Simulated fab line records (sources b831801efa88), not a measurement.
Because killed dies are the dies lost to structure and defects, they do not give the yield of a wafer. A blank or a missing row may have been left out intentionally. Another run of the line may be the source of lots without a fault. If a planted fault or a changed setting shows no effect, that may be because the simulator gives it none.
fab line records + flow sky130
record
- lots=13
- wafers=39
- last-day=51
route steps=708 shown NWELL@78 VT_ADJUST_HVTP@95 VT_ADJUST_NCORE@129 VT_ADJUST_HVTR@141 SONOS_ONO@169
lots untouched by any fault: they come from a run of this same line in which no faults occurred
start-h: hours from the record's opening day to when the first of the lot's shown wafers began + wait-h: hours elapsed since this lot's preceding step + " identical to the entry in the row above + L1.1+2: one row covering several wafers at once + - either no value or no given start + * or withheld: withheld + < > ~ a bound
route shown NAME@n: a module of which the file shows steps, and the number in the route of the first + usual: average and standard deviation across the fault-free wafers + same: alike in all rows + chamber/n: place in a boat + sites: the reading at each site + _std_site: the values' standard deviation + _edge_site: inner sites' mean taken away from outer sites' mean + radius-mm: how far each site lies from the wafer's centre + mask NAME#n: copy n + behind: the tool/chamber that last shaped the wafer + hold: cause of the lot's hold/its duration in hours/its outcome + device: which transistor (n, p or np) failed to switch + end of line: tests of these same wafers at the route's end + a step given without rows: its recipe and nothing more + killed: dies lost to structure and defects at the first sort, not the wafer's yield + map: a wafer's dies, marking killed ones x, the rest . and places with no die _
set.NAME: the run value of the setting; set.NAME@STEP: its run value at that earlier step + model.NAME: the simulator's own value behind a step, which no gauge read
the route's steps for a sample of lots (tables are steps, rows are wafers)
services: from which hour (start-h, from the record's first day; less than 0 if before it) a tool's chamber was out of use, for how many hours, and why
## steps
# step SKY_NWELL_STRIP_25
# recipe
- chemistry=O2/N2
- power-w=1400
- pressure-mtorr=1500
- platen-temp-c=withheld
- o2-flow-sccm=3000
- n2-flow-sccm=300
- overash-fraction=0.5
# usual
- drypump-motor-current-A=5.7/0.48
- oes-product-au=0.723/0.0048
- strip-time-to-endpoint-s=36.89/0.11
| lot.wafer | tool            | chamber | start-h | wait-h | drypump-motor-current-A | oes-product-au | rf-hours-counter-h | strip-time-to-endpoint-s |
|-----------|-----------------|---------|---------|--------|-------------------------|----------------|--------------------|--------------------------|
| L732.1    | plasma-asher-01 | 0       | 113.25  | 0.1    | 5.7                     | 0.723          | 43                 | 36.92                    |
| L732.3    | "               | 0       | "       | "      | 5.7                     | 0.724          | -                  | 36.84                    |
| L732.6    | "               | 0       | "       | "      | 5.7                     | 0.723          | -                  | 36.91                    |
| L733.3    | plasma-asher-04 | 1       | 125.90  | 0.1    | 6.2                     | 0.728          | -                  | 36.74                    |
| L733.4    | "               | 0       | "       | "      | 6.1                     | 0.713          | -                  | 36.77                    |
| L733.6    | "               | 0       | "       | "      | 6.1                     | 0.725          | -                  | 36.82                    |
| L735.2    | plasma-asher-02 | 0       | 129.72  | 0.1    | 5.1                     | 0.724          | 44                 | 36.99                    |
| L735.3    | "               | 0       | "       | "      | 5.1                     | 0.724          | -                  | 36.86                    |
| L735.5    | "               | 0       | "       | "      | 5.1                     | 0.721          | -                  | 36.95                    |
| L736.1    | plasma-asher-01 | 0       | 141.10  | 0.1    | 5.7                     | 0.731          | 46                 | 37.06                    |
| L736.4    | "               | 1       | "       | "      | 4.9                     | 0.725          | -                  | 37.04                    |
| L736.5    | "               | 0       | "       | "      | 5.7                     | 0.719          | -                  | 37.09                    |
| L738.1    | plasma-asher-04 | 1       | 160.40  | 0.1    | 6.1                     | 0.725          | 35                 | 36.81                    |
| L738.2    | "               | 0       | "       | "      | 6.2                     | 0.715          | 35                 | 36.94                    |
| L738.5    | "               | 0       | "       | "      | 6.2                     | 0.726          | -                  | 36.89                    |
| L740.1    | plasma-asher-02 | 1       | 160.67  | 0.1    | 5.4                     | 0.723          | 47                 | 36.99                    |
| L740.2    | "               | 0       | "       | "      | 5.1                     | 0.725          | 47                 | 36.98                    |
| L740.6    | "               | 1       | "       | "      | 5.4                     | 0.717          | -                  | 36.95                    |
| L741.3    | plasma-asher-01 | 0       | 162.72  | 0.1    | 5.7                     | 0.965          | -                  | -                        |
| L741.4    | "               | 1       | "       | "      | 4.9                     | 0.960          | -                  | -                        |
| L741.6    | "               | 1       | "       | "      | 4.9                     | 0.957          | -                  | -                        |
| L743.1    | plasma-asher-04 | 1       | 177.72  | 0.1    | 6.2                     | 0.722          | 36                 | 36.81                    |
| L743.4    | "               | 1       | "       | "      | 6.2                     | 0.728          | -                  | 36.96                    |
| L743.6    | "               | 1       | "       | "      | 6.2                     | 0.718          | -                  | 36.78                    |
| L749.3    | plasma-asher-01 | 1       | 210.92  | 0.1    | 5.0                     | 0.730          | -                  | 37.04                    |
| L749.4    | "               | 0       | "       | "      | 5.8                     | 0.718          | -                  | 36.99                    |
| L749.6    | "               | 0       | "       | "      | 5.7                     | 0.724          | -                  | 36.81                    |
| L750.1    | plasma-asher-04 | 0       | 215.80  | 0.1    | 6.1                     | 0.719          | 40                 | 36.76                    |
| L750.5    | "               | 1       | "       | "      | 6.1                     | 0.726          | -                  | 36.69                    |
| L750.6    | "               | 0       | "       | "      | 6.1                     | 0.712          | -                  | 36.82                    |
| L751.1    | plasma-asher-04 | 1       | 224.60  | 0.1    | 6.2                     | 0.718          | 41                 | 36.85                    |
| L751.3    | "               | 1       | "       | "      | 6.2                     | 0.718          | -                  | 36.83                    |
| L751.4    | "               | 0       | "       | "      | 6.1                     | 0.718          | -                  | 36.85                    |
| L752.3    | plasma-asher-04 | 0       | 230.50  | 0.1    | 6.1                     | 0.722          | -                  | 37.02                    |
| L752.4    | "               | 1       | "       | "      | 6.1                     | 0.722          | -                  | 37.20                    |
| L752.5    | "               | 0       | "       | "      | 6.1                     | 0.723          | -                  | 36.98                    |
| L754.2    | plasma-asher-01 | 1       | 250.28  | 0.1    | 5.0                     | 0.729          | 56                 | 36.94                    |
| L754.5    | "               | 0       | "       | "      | 5.7                     | 0.720          | -                  | 36.99                    |
| L754.6    | "               | 1       | "       | "      | 4.9                     | 0.734          | -                  | 36.76                    |
# step SKY_VT_ADJUST_HVTP_STRIP_10
# recipe
- chemistry=O2/N2
- power-w=1400
- pressure-mtorr=1500
- platen-temp-c=withheld
- o2-flow-sccm=3000
- n2-flow-sccm=300
- overash-fraction=0.5
# usual
- drypump-motor-current-A=5.4/0.35
- oes-product-au=0.716/0.0043
- strip-time-to-endpoint-s=14.20/0.04
| lot.wafer | tool            | chamber | start-h | wait-h | drypump-motor-current-A | oes-product-au | rf-hours-counter-h | strip-time-to-endpoint-s |
|-----------|-----------------|---------|---------|--------|-------------------------|----------------|--------------------|--------------------------|
| L732.1    | plasma-asher-01 | 1       | 131.74  | 0.1    | 4.9                     | 0.720          | 45                 | 14.23                    |
| L732.3    | "               | 0       | "       | "      | 5.8                     | 0.719          | -                  | 14.20                    |
| L732.6    | "               | 1       | "       | "      | 4.9                     | 0.721          | -                  | 14.15                    |
| L733.3    | plasma-asher-02 | 0       | 146.37  | 0.1    | 5.1                     | 0.723          | -                  | 14.20                    |
| L733.4    | "               | 1       | "       | "      | 5.4                     | 0.713          | -                  | 14.18                    |
| L733.6    | "               | 0       | "       | "      | 5.1                     | 0.715          | -                  | 14.17                    |
| L735.2    | plasma-asher-01 | 0       | 149.59  | 0.1    | 5.7                     | 0.719          | 47                 | 14.16                    |
| L735.3    | "               | 0       | "       | "      | 5.7                     | 0.718          | -                  | 14.20                    |
| L735.5    | "               | 1       | "       | "      | 4.9                     | 0.717          | -                  | 14.23                    |
| L736.1    | plasma-asher-02 | 0       | 161.74  | 0.1    | 5.1                     | 0.708          | 47                 | 14.14                    |
| L736.4    | "               | 0       | "       | "      | 5.1                     | 0.714          | -                  | 14.15                    |
| L736.5    | "               | 0       | "       | "      | 5.1                     | 0.707          | -                  | 14.14                    |
| L738.1    | plasma-asher-01 | 1       | 180.37  | 0.1    | 4.9                     | 0.720          | 50                 | 14.21                    |
| L738.2    | "               | 0       | "       | "      | 5.8                     | 0.718          | 50                 | 14.17                    |
| L738.5    | "               | 1       | "       | "      | 4.9                     | 0.719          | -                  | 14.16                    |
| L740.1    | plasma-asher-03 | 0       | 180.84  | 0.1    | 5.3                     | 0.714          | 6                  | 14.22                    |
| L740.2    | "               | 1       | "       | "      | 5.9                     | 0.715          | 6                  | 14.20                    |
| L740.6    | "               | 1       | "       | "      | 5.9                     | 0.719          | -                  | 14.22                    |
| L741.3    | plasma-asher-01 | 1       | 183.25  | 0.1    | 4.9                     | 0.717          | -                  | 27.55                    |
| L741.4    | "               | 0       | "       | "      | 5.7                     | 0.716          | -                  | 27.58                    |
| L741.6    | "               | 1       | "       | "      | 4.9                     | 0.714          | -                  | 27.52                    |
| L743.1    | plasma-asher-02 | 1       | 199.44  | 0.1    | 5.4                     | 0.723          | 50                 | 14.23                    |
| L743.4    | "               | 0       | "       | "      | 5.1                     | 0.712          | -                  | 14.21                    |
| L743.6    | "               | 1       | "       | "      | 5.4                     | 0.714          | -                  | 14.18                    |
| L749.3    | plasma-asher-03 | 0       | 234.02  | 0.1    | 5.3                     | 0.713          | -                  | 14.18                    |
| L749.4    | "               | 1       | "       | "      | 5.9                     | 0.717          | -                  | 14.13                    |
| L749.6    | "               | 0       | "       | "      | 5.3                     | 0.720          | -                  | 14.19                    |
| L750.1    | plasma-asher-01 | 0       | 238.59  | 0.1    | 5.7                     | 0.715          | 55                 | 14.23                    |
| L750.5    | "               | 1       | "       | "      | 4.9                     | 0.716          | -                  | 14.22                    |
| L750.6    | "               | 0       | "       | "      | 5.7                     | 0.714          | -                  | 14.30                    |
| L751.1    | plasma-asher-02 | 1       | 248.19  | 0.1    | 5.4                     | 0.714          | 55                 | 14.16                    |
| L751.3    | "               | 1       | "       | "      | 5.4                     | 0.721          | -                  | 14.18                    |
| L751.4    | "               | 0       | "       | "      | 5.1                     | 0.712          | -                  | 14.20                    |
| L752.3    | plasma-asher-03 | 0       | 253.72  | 0.1    | 5.3                     | 0.706          | -                  | 14.24                    |
| L752.4    | "               | 1       | "       | "      | 5.9                     | 0.713          | -                  | 14.25                    |
| L752.5    | "               | 1       | "       | "      | 5.9                     | 0.716          | -                  | 14.25                    |
| L754.2    | plasma-asher-01 | 0       | 275.14  | 0.1    | 5.7                     | 0.716          | 58                 | 14.17                    |
| L754.5    | "               | 1       | "       | "      | 4.9                     | 0.721          | -                  | 14.18                    |
| L754.6    | "               | 0       | "       | "      | 5.7                     | 0.717          | -                  | 14.22                    |
# step SKY_VT_ADJUST_HVTP_TW_MEAS_11
# usual
- VT_ADJUST_HVTP_TW=1368/13
| lot.wafer | tool          | chamber | start-h | wait-h | VT_ADJUST_HVTP_TW |
|-----------|---------------|---------|---------|--------|-------------------|
| L732.1    | film-metro-01 | -       | 131.84  | 0.1    | 1394              |
| L732.3    | "             | -       | "       | "      | 1389              |
| L732.6    | "             | -       | "       | "      | 1383              |
| L733.3    | film-metro-03 | -       | 146.46  | 0.1    | 1374              |
| L733.4    | "             | -       | "       | "      | 1355              |
| L733.6    | "             | -       | "       | "      | 1359              |
| L735.2    | film-metro-03 | -       | 149.70  | 0.1    | 1361              |
| L735.3    | "             | -       | "       | "      | 1362              |
| L735.5    | "             | -       | "       | "      | 1366              |
| L736.1    | film-metro-02 | -       | 161.84  | 0.1    | 1366              |
| L736.4    | "             | -       | "       | "      | 1370              |
| L736.5    | "             | -       | "       | "      | 1362              |
| L738.1    | film-metro-02 | -       | 180.47  | 0.1    | 1366              |
| L738.2    | "             | -       | "       | "      | 1375              |
| L738.5    | "             | -       | "       | "      | 1364              |
| L740.1    | film-metro-03 | -       | 180.94  | 0.1    | 1361              |
| L740.2    | "             | -       | "       | "      | 1359              |
| L740.6    | "             | -       | "       | "      | 1358              |
| L741.3    | film-metro-01 | -       | 183.34  | 0.1    | 31                |
| L741.4    | "             | -       | "       | "      | 31                |
| L741.6    | "             | -       | "       | "      | 31                |
| L743.1    | film-metro-02 | -       | 199.54  | 0.1    | 1371              |
| L743.4    | "             | -       | "       | "      | 1370              |
| L743.6    | "             | -       | "       | "      | 1364              |
| L749.3    | film-metro-03 | -       | 234.11  | 0.1    | 1352              |
| L749.4    | "             | -       | "       | "      | 1352              |
| L749.6    | "             | -       | "       | "      | 1354              |
| L750.1    | film-metro-01 | -       | 238.69  | 0.1    | 1388              |
| L750.5    | "             | -       | "       | "      | 1384              |
| L750.6    | "             | -       | "       | "      | 1375              |
| L751.1    | film-metro-03 | -       | 248.29  | 0.1    | 1365              |
| L751.3    | "             | -       | "       | "      | 1375              |
| L751.4    | "             | -       | "       | "      | 1363              |
| L752.3    | film-metro-02 | -       | 253.81  | 0.1    | 1367              |
| L752.4    | "             | -       | "       | "      | 1357              |
| L752.5    | "             | -       | "       | "      | 1359              |
| L754.2    | film-metro-01 | -       | 275.25  | 0.1    | 1386              |
| L754.5    | "             | -       | "       | "      | 1385              |
| L754.6    | "             | -       | "       | "      | 1397              |
# step SKY_VT_ADJUST_NCORE_STRIP_10
# recipe
- chemistry=O2/N2
- power-w=1400
- pressure-mtorr=1500
- platen-temp-c=withheld
- o2-flow-sccm=3000
- n2-flow-sccm=300
- overash-fraction=0.5
# usual
- drypump-motor-current-A=5.6/0.38
- oes-product-au=0.716/0.0051
- strip-time-to-endpoint-s=14.22/0.033
| lot.wafer | tool            | chamber | start-h | wait-h | drypump-motor-current-A | oes-product-au | rf-hours-counter-h | strip-time-to-endpoint-s |
|-----------|-----------------|---------|---------|--------|-------------------------|----------------|--------------------|--------------------------|
| L732.1    | plasma-asher-03 | 0       | 190.64  | 0.1    | 5.3                     | 0.709          | 7                  | 14.25                    |
| L732.3    | "               | 1       | "       | "      | 5.9                     | 0.724          | -                  | 14.27                    |
| L732.6    | "               | 0       | "       | "      | 5.3                     | 0.715          | -                  | 14.25                    |
| L733.3    | plasma-asher-03 | 1       | 207.70  | 0.1    | 5.9                     | 0.709          | -                  | 14.18                    |
| L733.4    | "               | 0       | "       | "      | 5.3                     | 0.701          | -                  | 14.22                    |
| L733.6    | "               | 1       | "       | "      | 5.9                     | 0.715          | -                  | 14.12                    |
| L735.2    | plasma-asher-04 | 1       | 210.54  | 0.1    | 6.1                     | 0.716          | 40                 | 14.19                    |
| L735.3    | "               | 1       | "       | "      | 6.1                     | 0.721          | -                  | 14.21                    |
| L735.5    | "               | 1       | "       | "      | 6.2                     | 0.714          | -                  | 14.21                    |
| L736.1    | plasma-asher-04 | 0       | 225.61  | 0.1    | 6.1                     | 0.716          | 41                 | 14.22                    |
| L736.4    | "               | 1       | "       | "      | 6.1                     | 0.714          | -                  | 14.21                    |
| L736.5    | "               | 1       | "       | "      | 6.1                     | 0.718          | -                  | 14.15                    |
| L738.1    | plasma-asher-04 | 0       | 246.60  | 0.1    | 6.1                     | 0.714          | 43                 | 14.15                    |
| L738.2    | "               | 1       | "       | "      | 6.1                     | 0.717          | 43                 | 14.21                    |
| L738.5    | "               | 0       | "       | "      | 6.1                     | 0.716          | -                  | 14.18                    |
| L740.1    | plasma-asher-04 | 0       | 247.50  | 0.1    | 6.2                     | 0.714          | 43                 | 14.22                    |
| L740.2    | "               | 1       | "       | "      | 6.2                     | 0.718          | 43                 | 14.19                    |
| L740.6    | "               | 0       | "       | "      | 6.1                     | 0.715          | -                  | 14.20                    |
| L741.3    | plasma-asher-02 | 1       | 249.32  | 0.1    | 5.4                     | 0.721          | -                  | 14.22                    |
| L741.4    | "               | 0       | "       | "      | 5.1                     | 0.715          | -                  | 14.23                    |
| L741.6    | "               | 1       | "       | "      | 5.4                     | 0.716          | -                  | 14.21                    |
| L743.1    | plasma-asher-02 | 0       | 267.95  | 0.1    | 5.1                     | 0.718          | 57                 | 14.25                    |
| L743.4    | "               | 1       | "       | "      | 5.4                     | 0.721          | -                  | 14.23                    |
| L743.6    | "               | 0       | "       | "      | 5.1                     | 0.715          | -                  | 14.23                    |
| L749.3    | plasma-asher-03 | 0       | 307.15  | 0.1    | 5.3                     | 0.711          | -                  | 14.21                    |
| L749.4    | "               | 1       | "       | "      | 5.9                     | 0.713          | -                  | 14.20                    |
| L749.6    | "               | 1       | "       | "      | 5.9                     | 0.711          | -                  | 14.18                    |
| L750.1    | plasma-asher-03 | 1       | 313.67  | 0.1    | 5.9                     | 0.716          | 19                 | 14.19                    |
| L750.5    | "               | 0       | "       | "      | 5.3                     | 0.712          | -                  | 14.21                    |
| L750.6    | "               | 1       | "       | "      | 6.0                     | 0.723          | -                  | 14.17                    |
| L751.1    | plasma-asher-03 | 1       | 324.59  | 0.1    | 5.9                     | 0.716          | 20                 | 14.19                    |
| L751.3    | "               | 1       | "       | "      | 5.9                     | 0.717          | -                  | 14.17                    |
| L751.4    | "               | 0       | "       | "      | 5.3                     | 0.724          | -                  | 14.20                    |
| L752.3    | plasma-asher-03 | 1       | 331.12  | 0.1    | 5.9                     | 0.724          | -                  | 14.27                    |
| L752.4    | "               | 0       | "       | "      | 5.3                     | 0.707          | -                  | 14.24                    |
| L752.5    | "               | 0       | "       | "      | 5.3                     | 0.711          | -                  | 14.24                    |
| L754.2    | plasma-asher-03 | 1       | 354.12  | 0.1    | 5.9                     | 0.718          | 23                 | 14.26                    |
| L754.5    | "               | 0       | "       | "      | 5.3                     | 0.713          | -                  | 14.24                    |
| L754.6    | "               | 1       | "       | "      | 5.9                     | 0.708          | -                  | 14.24                    |
# step SKY_VT_ADJUST_HVTR_STRIP_10
# recipe
- chemistry=O2/N2
- power-w=1400
- pressure-mtorr=1500
- platen-temp-c=withheld
- o2-flow-sccm=3000
- n2-flow-sccm=300
- overash-fraction=0.5
# usual
- drypump-motor-current-A=5.6/0.47
- oes-product-au=0.716/0.0039
- strip-time-to-endpoint-s=14.29/0.032
| lot.wafer | tool            | chamber | start-h | wait-h | drypump-motor-current-A | oes-product-au | rf-hours-counter-h | strip-time-to-endpoint-s |
|-----------|-----------------|---------|---------|--------|-------------------------|----------------|--------------------|--------------------------|
| L732.1    | plasma-asher-01 | 0       | 212.07  | 0.1    | 5.7                     | 0.711          | 53                 | 14.25                    |
| L732.3    | "               | 1       | "       | "      | 4.9                     | 0.718          | -                  | 14.26                    |
| L732.6    | "               | 1       | "       | "      | 5.0                     | 0.712          | -                  | 14.26                    |
| L733.3    | plasma-asher-04 | 0       | 229.80  | 0.1    | 6.2                     | 0.716          | -                  | 14.23                    |
| L733.4    | "               | 1       | "       | "      | 6.2                     | 0.712          | -                  | 14.25                    |
| L733.6    | "               | 1       | "       | "      | 6.2                     | 0.712          | -                  | 14.26                    |
| L735.2    | plasma-asher-04 | 1       | 232.52  | 0.1    | 6.2                     | 0.717          | 42                 | 14.30                    |
| L735.3    | "               | 1       | "       | "      | 6.1                     | 0.716          | -                  | 14.37                    |
| L735.5    | "               | 1       | "       | "      | 6.1                     | 0.716          | -                  | 14.36                    |
| L736.1    | plasma-asher-04 | 1       | 248.37  | 0.1    | 6.1                     | 0.711          | 44                 | 14.29                    |
| L736.4    | "               | 1       | "       | "      | 6.1                     | 0.712          | -                  | 14.25                    |
| L736.5    | "               | 1       | "       | "      | 6.1                     | 0.718          | -                  | 14.31                    |
| L738.1    | plasma-asher-02 | 0       | 271.45  | 0.1    | 5.1                     | 0.717          | 58                 | 14.26                    |
| L738.2    | "               | 1       | "       | "      | 5.4                     | 0.719          | 58                 | 14.23                    |
| L738.5    | "               | 1       | "       | "      | 5.4                     | 0.718          | -                  | 14.28                    |
| L740.1    | plasma-asher-02 | 0       | 271.89  | 0.1    | 5.1                     | 0.720          | 58                 | 14.29                    |
| L740.2    | "               | 1       | "       | "      | 5.4                     | 0.714          | 58                 | 14.31                    |
| L740.6    | "               | 0       | "       | "      | 5.1                     | 0.716          | -                  | 14.29                    |
| L741.3    | plasma-asher-01 | 0       | 274.00  | 0.1    | 5.7                     | 0.722          | -                  | 14.30                    |
| L741.4    | "               | 1       | "       | "      | 5.0                     | 0.717          | -                  | 14.34                    |
| L741.6    | "               | 1       | "       | "      | 4.9                     | 0.716          | -                  | 14.30                    |
| L743.1    | plasma-asher-02 | 0       | 292.69  | 0.1    | 5.1                     | 0.713          | 60                 | 14.26                    |
| L743.4    | "               | 0       | "       | "      | 5.1                     | 0.717          | -                  | 14.28                    |
| L743.6    | "               | 0       | "       | "      | 5.1                     | 0.711          | -                  | 14.23                    |
| L749.3    | plasma-asher-02 | 1       | 333.84  | 0.1    | 5.3                     | 0.716          | -                  | 14.26                    |
| L749.4    | "               | 0       | "       | "      | 5.1                     | 0.715          | -                  | 14.26                    |
| L749.6    | "               | 0       | "       | "      | 5.1                     | 0.713          | -                  | 14.30                    |
| L750.1    | plasma-asher-02 | 1       | 339.50  | 0.1    | 5.4                     | 0.718          | 64                 | 14.30                    |
| L750.5    | "               | 0       | "       | "      | 5.1                     | 0.711          | -                  | 14.27                    |
| L750.6    | "               | 1       | "       | "      | 5.4                     | 0.707          | -                  | 14.26                    |
| L751.1    | plasma-asher-04 | 0       | 351.94  | 0.1    | 6.2                     | 0.718          | 54                 | 14.29                    |
| L751.3    | "               | 1       | "       | "      | 6.1                     | 0.712          | -                  | 14.32                    |
| L751.4    | "               | 0       | "       | "      | 6.2                     | 0.715          | -                  | 14.28                    |
| L752.3    | plasma-asher-01 | 0       | 357.80  | 0.1    | 5.7                     | 0.711          | -                  | 14.28                    |
| L752.4    | "               | 1       | "       | "      | 4.9                     | 0.718          | -                  | 14.25                    |
| L752.5    | "               | 1       | "       | "      | 4.9                     | 0.719          | -                  | 14.29                    |
| L754.2    | plasma-asher-01 | 0       | 382.29  | 0.1    | 5.7                     | 0.715          | 69                 | 14.30                    |
| L754.5    | "               | 1       | "       | "      | 4.9                     | 0.719          | -                  | 14.30                    |
| L754.6    | "               | 0       | "       | "      | 5.7                     | 0.714          | -                  | 14.30                    |
# step SKY_SONOS_ONO_THK_MEAS_01
# recipe
- reads=SiO2_of_SONOS_ONO_OXIDATION_00
# usual
- SONOS_ONO_OXIDATION_THK=2.61/0.046
| lot.wafer | tool          | chamber | start-h | wait-h | SONOS_ONO_OXIDATION_THK[nm] |
|-----------|---------------|---------|---------|--------|-----------------------------|
| L732.1    | film-metro-02 | -       | 260.48  | 0.0    | 2.61                        |
| L732.3    | "             | -       | "       | "      | 2.69                        |
| L732.6    | "             | -       | "       | "      | 2.71                        |
| L733.3    | film-metro-02 | -       | 279.47  | 0.0    | 2.57                        |
| L733.4    | "             | -       | "       | "      | 2.66                        |
| L733.6    | "             | -       | "       | "      | 2.58                        |
| L735.2    | film-metro-03 | -       | 283.70  | 0.0    | 2.59                        |
| L735.3    | "             | -       | "       | "      | 2.59                        |
| L735.5    | "             | -       | "       | "      | 2.61                        |
| L736.1    | film-metro-03 | -       | 300.06  | 0.0    | 2.68                        |
| L736.4    | "             | -       | "       | "      | 2.65                        |
| L736.5    | "             | -       | "       | "      | 2.66                        |
| L738.1    | film-metro-04 | -       | 325.80  | 0.0    | 2.62                        |
| L738.2    | "             | -       | "       | "      | 2.56                        |
| L738.5    | "             | -       | "       | "      | 2.62                        |
| L740.1    | film-metro-02 | -       | 325.80  | 0.0    | 2.67                        |
| L740.2    | "             | -       | "       | "      | 2.67                        |
| L740.6    | "             | -       | "       | "      | 2.70                        |
| L741.3    | film-metro-03 | -       | 328.67  | 0.0    | 2.62                        |
| L741.4    | "             | -       | "       | "      | 2.56                        |
| L741.6    | "             | -       | "       | "      | 2.64                        |
| L743.1    | film-metro-04 | -       | 349.31  | 0.0    | 2.57                        |
| L743.4    | "             | -       | "       | "      | 2.61                        |
| L743.6    | "             | -       | "       | "      | 2.54                        |
| L749.3    | film-metro-02 | -       | 391.79  | 0.0    | 2.63                        |
| L749.4    | "             | -       | "       | "      | 2.55                        |
| L749.6    | "             | -       | "       | "      | 2.61                        |
| L750.1    | film-metro-02 | -       | 398.69  | 0.0    | 2.63                        |
| L750.5    | "             | -       | "       | "      | 2.65                        |
| L750.6    | "             | -       | "       | "      | 2.59                        |
| L751.1    | film-metro-03 | -       | 412.91  | 0.0    | 2.60                        |
| L751.3    | "             | -       | "       | "      | 2.57                        |
| L751.4    | "             | -       | "       | "      | 2.60                        |
| L752.3    | film-metro-02 | -       | 418.00  | 0.0    | 2.55                        |
| L752.4    | "             | -       | "       | "      | 2.58                        |
| L752.5    | "             | -       | "       | "      | 2.53                        |
| L754.2    | film-metro-02 | -       | 444.55  | 0.0    | 2.63                        |
| L754.5    | "             | -       | "       | "      | 2.61                        |
| L754.6    | "             | -       | "       | "      | 2.65                        |
## services
| tool            | chamber | start-h | hours | kind       |
|-----------------|---------|---------|-------|------------|
| plasma-asher-02 | -       | 98.71   | 0.9   | repair     |
| plasma-asher-03 | -       | 108.75  | 9.0   | pm         |
| plasma-asher-03 | 0       | 108.75  | 9.0   | vent-cycle |
| plasma-asher-03 | 1       | 108.75  | 9.0   | vent-cycle |
| plasma-asher-03 | -       | 109.89  | 1.5   | repair     |
| plasma-asher-03 | 0       | 117.75  | -     | clean      |
| plasma-asher-03 | 1       | 117.75  | -     | clean      |
| plasma-asher-01 | -       | 137.26  | 1.7   | repair     |
| plasma-asher-01 | -       | 244.93  | 0.5   | repair     |
| plasma-asher-04 | -       | 250.25  | 0.4   | repair     |
| plasma-asher-01 | -       | 252.68  | 9.1   | repair     |
| plasma-asher-03 | -       | 279.11  | 2.8   | pm         |
| plasma-asher-02 | -       | 295.69  | 2.2   | repair     |
| plasma-asher-02 | -       | 317.88  | 5.0   | repair     |
| plasma-asher-01 | -       | 346.97  | 1.5   | repair     |
| plasma-asher-02 | -       | 357.40  | 0.4   | repair     |
## key
first-sign
- step=SKY_NWELL_STRIP_25
- reading=oes-product-au
- direction=up
- sigmas=49
- usual=0.723
- struck=0.961
effect
- step=SKY_VT_ADJUST_HVTP_STRIP_10
- reading=strip-time-to-endpoint-s
- direction=up
- sigmas=99+
- usual=*
- struck=*
effect
- step=SKY_VT_ADJUST_HVTP_TW_MEAS_11
- reading=VT_ADJUST_HVTP_TW
- direction=down
- sigmas=99+
- usual=1368
- struck=31
met-at SKY_NWELL_STRIP_25
struck-lots L741
sort-left-out L741.3,L741.4,L741.6
tester-left-out L741
not-acting-at SKY_VT_ADJUST_NCORE_STRIP_10,SKY_VT_ADJUST_HVTR_STRIP_10,SKY_SONOS_ONO_THK_MEAS_01
onset-between 141.10 162.72
fault
- kind=strip-aborted
- tool=plasma-asher-01
- chamber=-
- onset-h=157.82
- steps=SKY_NWELL_STRIP_25
- offset=0.57077
- end-h=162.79
# tester-left-out: of these lots the tester's yield and bins aren't shown, on N5 and GAA mostly nor the transistor test; their killed dies are dies lost to structure and defects alone, not to doping, threshold or leakage, so they don't give the yield
# sort-left-out: the simulated sort isn't trusted on such a fault, so these wafers' sort isn't shown, and their yield isn't known
